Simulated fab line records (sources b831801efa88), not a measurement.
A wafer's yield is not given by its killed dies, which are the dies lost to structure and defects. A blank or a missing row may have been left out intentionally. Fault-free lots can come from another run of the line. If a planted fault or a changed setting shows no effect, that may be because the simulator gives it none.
fab line records ; flow sky130 ; part 2 of 2: steps 26 to 34 of 34
[record] lots = 5; wafers = 15; last-day = 50
route steps=708 shown LOCAL_INTERCONNECT@390 CONTACT@406
lots that met no fault: from a run of the same line without faults
start-h: start of the lot's first displayed wafer, in hours after the record's first day ; wait-h: time in hours since the lot's previous step ; " the same as in the row above ; L1.1+2: a single row standing in for several wafers ; - no value, or no start given ; * or withheld: withheld ; < > ~ a bound
route shown NAME@n: a module of which the file shows steps, and the number in the route of the first ; usual: the fault-free wafers' mean and standard deviation ; same: alike in all rows ; chamber/n: place in a boat ; sites: the reading at each site ; _std_site: standard deviation of those values ; _edge_site: inner sites' mean taken away from outer sites' mean ; radius-mm: how far each site lies from the wafer's centre ; mask NAME#n: copy n ; behind: the tool/chamber that last shaped the wafer ; hold: why the lot was held/for how many hours/how that ended ; device: which transistor (n, p or np) failed to switch ; end of line: tests run on the same wafers once the route is complete ; for a step that has no rows: nothing shown but its recipe ; killed: dies lost to structure and defects at the first sort, not the wafer's yield ; map: dies across one wafer; x = killed, . = not, _ = none there
set.NAME: the setting as run; set.NAME@STEP: as run at that earlier step ; model.NAME: the simulator's own value behind a step, which no gauge read
certain route steps with their lots: each step a table, each wafer a row
services: a tool's chamber out of use, with start hour (start-h, from the record's first day; less than 0 if before it), hours out, and reason
[[steps]]
[step SKY_CONTACT_COAT_09]
[recipe] resist = KrF-thick; spin-rpm = 3000; resist-thk-nm = 450
[usual] exhaust-pa = 44.9/0.78
lot.wafer;tool;chamber;start-h;wait-h;exhaust-pa
L076.1;litho-track-04;0;-;-;45.5
L076.3;litho-track-04;0;-;-;45.0
L076.4;litho-track-04;0;-;-;44.5
L083.1;litho-track-01;0;-;-;44.9
L083.2;litho-track-01;0;-;-;45.4
L083.4;litho-track-01;0;-;-;44.4
L084.3;litho-track-02;0;-;-;45.0
L084.4;litho-track-02;0;-;-;44.4
L084.6;litho-track-02;0;-;-;44.6
L086.1;litho-track-02;0;-;-;45.1
L086.4;litho-track-02;0;-;-;44.2
L086.6;litho-track-02;0;-;-;44.5
L095.2;litho-track-04;0;-;-;45.7
L095.4;litho-track-04;0;-;-;43.0
L095.5;litho-track-04;0;-;-;43.4
[step SKY_CONTACT_SOFTBAKE_10]
[recipe] temp-c = 100; time-s = 90; resist = KrF-thick
[usual] exhaust-pa = 45.1/0.89
lot.wafer;tool;chamber;start-h;wait-h;exhaust-pa
L076.1;litho-track-04;0;-;-;45.7
L076.3;litho-track-04;0;-;-;44.9
L076.4;litho-track-04;0;-;-;44.6
L083.1;litho-track-01;0;-;-;45.5
L083.2;litho-track-01;0;-;-;45.0
L083.4;litho-track-01;0;-;-;44.3
L084.3;litho-track-02;0;-;-;43.5
L084.4;litho-track-02;0;-;-;45.5
L084.6;litho-track-02;0;-;-;44.5
L086.1;litho-track-02;0;-;-;45.2
L086.4;litho-track-02;0;-;-;46.3
L086.6;litho-track-02;0;-;-;46.1
L095.2;litho-track-04;0;-;-;44.2
L095.4;litho-track-04;0;-;-;45.2
L095.5;litho-track-04;0;-;-;44.2
[step SKY_CONTACT_EXPOSE_11]
[recipe] mask-id = CTM1; na = 0.8; source-shape = annular; sigma-inner = 0.55; sigma-outer = 0.85; target-cd-nm = 170; dose-mj = 38
[usual] focus-offset-nm = 0.0/0.51; reticle-temp-C = 23.00/0.095
[same] sigma-outer = 0.85
lot.wafer;tool;chamber;start-h;wait-h;mask;focus-offset-nm;reticle-temp-C
L076.1;krf-scanner-01;0;-;-;CTM1#0;0.1;22.85
L076.3;krf-scanner-01;0;-;-;CTM1#0;-0.9;23.02
L076.4;krf-scanner-01;0;-;-;CTM1#0;-0.8;23.04
L083.1;krf-scanner-02;0;-;-;CTM1#0;0.2;23.03
L083.2;krf-scanner-02;0;-;-;CTM1#0;-0.1;23.11
L083.4;krf-scanner-02;0;-;-;CTM1#0;0.0;23.07
L084.3;krf-scanner-02;0;-;-;CTM1#0;-0.7;23.18
L084.4;krf-scanner-02;0;-;-;CTM1#0;0.7;23.13
L084.6;krf-scanner-02;0;-;-;CTM1#0;-0.2;23.01
L086.1;krf-scanner-02;0;-;-;CTM1#0;-0.1;22.95
L086.4;krf-scanner-02;0;-;-;CTM1#0;-0.1;22.93
L086.6;krf-scanner-02;0;-;-;CTM1#0;0.3;22.87
L095.2;krf-scanner-01;0;-;-;CTM1#0;0.1;22.86
L095.4;krf-scanner-01;0;-;-;CTM1#0;0.2;23.14
L095.5;krf-scanner-01;0;-;-;CTM1#0;-0.3;22.92
[step SKY_CONTACT_PEB_12]
[recipe] peb-temp-c = withheld; peb-time-s = withheld; resist = KrF-thick
[usual] exhaust-pa = 44.9/0.95
lot.wafer;tool;chamber;start-h;wait-h;exhaust-pa
L076.1;litho-track-04;0;-;-;45.4
L076.3;litho-track-04;0;-;-;44.0
L076.4;litho-track-04;0;-;-;43.6
L083.1;litho-track-01;0;-;-;46.3
L083.2;litho-track-01;0;-;-;45.4
L083.4;litho-track-01;0;-;-;44.7
L084.3;litho-track-01;0;-;-;43.2
L084.4;litho-track-01;0;-;-;43.9
L084.6;litho-track-01;0;-;-;44.2
L086.1;litho-track-02;0;-;-;44.5
L086.4;litho-track-02;0;-;-;45.0
L086.6;litho-track-02;0;-;-;45.2
L095.2;litho-track-04;0;-;-;46.6
L095.4;litho-track-04;0;-;-;45.9
L095.5;litho-track-04;0;-;-;46.2
[step SKY_CONTACT_DEVELOP_13]
[recipe] develop-time-s = 60; resist = KrF-thick; dev-temp-c = 21
[usual] exhaust-pa = 45.0/0.84
lot.wafer;tool;chamber;start-h;wait-h;exhaust-pa
L076.1;litho-track-04;0;-;-;44.9
L076.3;litho-track-04;0;-;-;45.3
L076.4;litho-track-04;0;-;-;46.0
L083.1;litho-track-01;0;-;-;44.8
L083.2;litho-track-01;0;-;-;44.7
L083.4;litho-track-01;0;-;-;45.0
L084.3;litho-track-01;0;-;-;47.4
L084.4;litho-track-01;0;-;-;46.2
L084.6;litho-track-01;0;-;-;46.4
L086.1;litho-track-02;0;-;-;44.1
L086.4;litho-track-02;0;-;-;44.6
L086.6;litho-track-02;0;-;-;44.6
L095.2;litho-track-04;0;-;-;45.7
L095.4;litho-track-04;0;-;-;45.5
L095.5;litho-track-04;0;-;-;44.7
[step SKY_CONTACT_CD_MEAS_14]
[recipe] target-cd-nm = 170
[usual] cd-nm = 170.0/1.3
lot.wafer;tool;chamber;start-h;wait-h;cd-nm
L076.1;cd-sem-02;-;754.42;-;169.5
L076.3;cd-sem-02;-;754.42;-;170.0
L076.4;cd-sem-02;-;754.42;-;168.5
L083.1;cd-sem-01;-;805.72;-;169.2
L083.2;cd-sem-01;-;805.72;-;168.4
L083.4;cd-sem-01;-;805.72;-;168.6
L084.3;cd-sem-01;-;815.78;-;169.9
L084.4;cd-sem-01;-;815.78;-;170.9
L084.6;cd-sem-01;-;815.78;-;167.4
L086.1;cd-sem-02;-;834.84;-;170.9
L086.4;cd-sem-02;-;834.84;-;171.8
L086.6;cd-sem-02;-;834.84;-;170.7
L095.2;cd-sem-02;-;900.59;-;172.2
L095.4;cd-sem-02;-;900.59;-;172.2
L095.5;cd-sem-02;-;900.59;-;172.8
[step SKY_CONTACT_OVL_MEAS_15]
[usual] CONTACT_OVL = -5/5.1
lot.wafer;tool;chamber;start-h;wait-h;CONTACT_OVL[nm]
L076.1;overlay-02;-;754.54;0.1;-5
L076.3;overlay-02;-;754.54;0.1;-1
L076.4;overlay-02;-;754.54;0.1;-4
L083.1;overlay-01;-;805.84;0.1;0
L083.2;overlay-01;-;805.84;0.1;-2
L083.4;overlay-01;-;805.84;0.1;2
L084.3;overlay-01;-;815.87;0.1;0
L084.4;overlay-01;-;815.87;0.1;-7
L084.6;overlay-01;-;815.87;0.1;-1
L086.1;overlay-01;-;834.96;0.1;-7
L086.4;overlay-01;-;834.96;0.1;-6
L086.6;overlay-01;-;834.96;0.1;0
L095.2;overlay-01;-;900.69;0.1;-9
L095.4;overlay-01;-;900.69;0.1;-7
L095.5;overlay-01;-;900.69;0.1;-3
[step SKY_CONTACT_ETCH_16]
[recipe] chemistry = N2/H2; target = BARC; ion-energy-ev = 200; source-w = 500; bias-w = 100; pressure-mtorr = 30; n2-flow-sccm = 100; h2-flow-sccm = 200; stop-on = SiO2; time-s = 45.9; target-depth-a = 600
[usual] drypump-motor-current-A = 5.9/0.62; oes-product-au = 0.854/0.0048; throttle-valve-pct = 13.224/0.0088
lot.wafer;tool;chamber;start-h;wait-h;drypump-motor-current-A;oes-product-au;rf-hours-counter-h;throttle-valve-pct
L076.1;rie-diel-01;1;754.57;0.0;5.8;0.849;24;13.219
L076.3;rie-diel-01;2;754.57;0.0;5.3;0.856;11;13.237
L076.4;rie-diel-01;3;754.57;0.0;5.7;0.852;7;13.225
L083.1;rie-diel-03;0;805.87;0.0;5.9;0.856;6;13.238
L083.2;rie-diel-03;3;805.87;0.0;6.6;0.844;14;13.225
L083.4;rie-diel-03;2;805.87;0.0;5.3;0.861;13;13.234
L084.3;rie-diel-01;1;815.89;0.0;5.8;0.861;26;13.221
L084.4;rie-diel-01;2;815.89;0.0;5.3;0.853;13;13.233
L084.6;rie-diel-01;1;815.89;0.0;5.8;0.855;-;13.229
L086.1;rie-diel-04;1;835.00;0.0;6.8;0.849;11;13.226
L086.4;rie-diel-04;2;835.00;0.0;6.8;0.850;4;13.221
L086.6;rie-diel-04;0;835.00;0.0;5.8;0.859;-;13.231
L095.2;rie-diel-03;1;900.72;0.0;5.2;0.857;15;13.223
L095.4;rie-diel-03;0;900.72;0.0;6.0;0.865;10;13.237
L095.5;rie-diel-03;0;900.72;0.0;5.9;0.863;-;13.226
[step SKY_CONTACT_ETCH_17]
[recipe] target = SiO2; chemistry = C4F8/O2/Ar; stop-on = Si3N4; mask-material = KrF-thick; source-w = 1500; bias-w = 1200; pressure-mtorr = 40; c4f8-flow-sccm = withheld; O2_flow_sccm = 6; Ar_flow_sccm = 300; time-s = withheld; target-depth-a = 3400
[usual] oes-product-au = 0.891/0.0052
lot.wafer;tool;chamber;start-h;wait-h;oes-product-au
L076.1;rie-diel-01;1;754.61;0.0;0.887
L076.3;rie-diel-01;2;754.61;0.0;0.903
L076.4;rie-diel-01;3;754.61;0.0;0.888
L083.1;rie-diel-03;0;805.91;0.0;0.885
L083.2;rie-diel-03;3;805.91;0.0;0.895
L083.4;rie-diel-03;2;805.91;0.0;0.900
L084.3;rie-diel-01;1;815.94;0.0;0.884
L084.4;rie-diel-01;2;815.94;0.0;0.888
L084.6;rie-diel-01;1;815.94;0.0;0.883
L086.1;rie-diel-04;1;835.04;0.0;0.901
L086.4;rie-diel-04;2;835.04;0.0;0.894
L086.6;rie-diel-04;0;835.04;0.0;0.887
L095.2;rie-diel-03;1;900.77;0.0;0.895
L095.4;rie-diel-03;0;900.77;0.0;0.893
L095.5;rie-diel-03;0;900.77;0.0;0.882
[[services]]
tool;chamber;start-h;hours;kind
krf-scanner-02;-;690.19;1.0;pm
krf-scanner-01;-;701.84;0.8;pm
rie-diel-01;-;702.72;2.8;pm
rie-diel-03;-;710.29;2.8;pm
rie-diel-01;1;716.89;1.6;repair
rie-diel-03;1;717.09;2.8;repair
krf-scanner-02;-;721.93;1.0;repair
krf-scanner-02;-;741.89;1.3;pm
pecvd-02;2;751.56;4.1;repair
krf-scanner-02;-;753.81;0.8;pm
krf-scanner-02;-;778.68;3.6;pm
krf-scanner-01;-;791.21;31.6;repair
krf-scanner-02;-;811.10;3.4;repair
krf-scanner-01;-;817.28;0.5;repair
krf-scanner-01;-;822.77;1.0;pm
krf-scanner-01;-;823.77;1.3;pm
hdpcvd-01;-;829.14;14.6;pm
krf-scanner-02;-;840.37;15.5;repair
hdpcvd-01;-;857.86;4.3;repair
krf-scanner-02;-;859.19;1.0;pm
cmp-01;-;867.64;3.6;pm
hdpcvd-01;-;868.08;24.3;repair
cmp-01;-;871.36;1.3;repair
rie-diel-03;2;874.23;25.6;repair
